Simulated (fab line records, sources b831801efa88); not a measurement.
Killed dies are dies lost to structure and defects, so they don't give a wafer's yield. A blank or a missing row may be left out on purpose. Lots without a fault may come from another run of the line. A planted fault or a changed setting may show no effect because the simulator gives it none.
One fault seen from 2 desks | flow sky130 | each desk has only its own numbers; what lay behind them comes last

THE METROLOGY DESK
What the gauges read, lot by lot, whatever tool the lot ran on: means of the sampled wafers that have a number. A lot is out of limits, marked OUT, if its mean lies more than 4 standard deviations from the usual mean; the brackets give that distance.
Columns: A = GATE_OXIDE_OXIDATION_00_THK at SKY_GATE_OXIDE_THK_MEAS_02, usual 10.26 nm; B = GATE_OXIDE_OVL at SKY_GATE_OXIDE_OVL_MEAS_10, usual -1.5 nm
lot  | first seen here | A     | B
L379 | day 13 15:02    | 10.27 | -2.3
L383 | day 15 22:03    | 10.28 | -2.2
L393 | day 18 04:31    | 9.98  | -1.0
L395 | day 18 22:01    | 10.17 | -1.5
L397 | day 19 21:11    | 10.19 | -4.0
L400 | day 20 21:04    | 10.04 | -3.5
This desk's finding: nothing out of limits on any of the 6 lots.

THE TOOL OWNER'S DESK: implanter-03
The tool's own readings at SKY_GATE_OXIDE_IMPLANT_11: means of the sampled wafers that have a number, for each lot that ran on this tool. A lot is out of limits, marked OUT, if its mean lies more than 4 standard deviations from the usual mean; the brackets give that distance.
Columns: A = beam_energy_keV at SKY_GATE_OXIDE_IMPLANT_11, usual 10.000; B = end_station_pressure_torr at SKY_GATE_OXIDE_IMPLANT_11, usual 5.05e-06 Torr
lot  | first seen here | A                       | B
L383 | day 17 01:22    | 10.000                  | 5.00e-06
L393 | day 19 09:11    | 9.136 (-99 or more) OUT | 4.93e-06
L395 | day 20 04:38    | 9.138 (-99 or more) OUT | 5.00e-06
This desk's finding: out of limits on L393, L395; first on L393, day 19 09:11 (beam_energy_keV at SKY_GATE_OXIDE_IMPLANT_11). In limits: L383.

PUT TOGETHER
The tool owner's desk could have raised an alarm at day 19 09:11, on L393, L395.
The metrology desk saw nothing out of limits.
The metrology desk has L393, L395 on record, within its limits.
Of the lots named, all ran SKY_GATE_OXIDE_IMPLANT_11 on implanter-03.

WHAT THE SIMULATOR HAD PUT IN
Process parameter drift: implanter-03, from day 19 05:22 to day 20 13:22, at SKY_GATE_OXIDE_IMPLANT_11. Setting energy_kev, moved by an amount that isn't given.
Lots struck among those shown: L393, L395.
Hours from the fault's start to each desk's first reading out of limits: the tool owner's desk, 4.
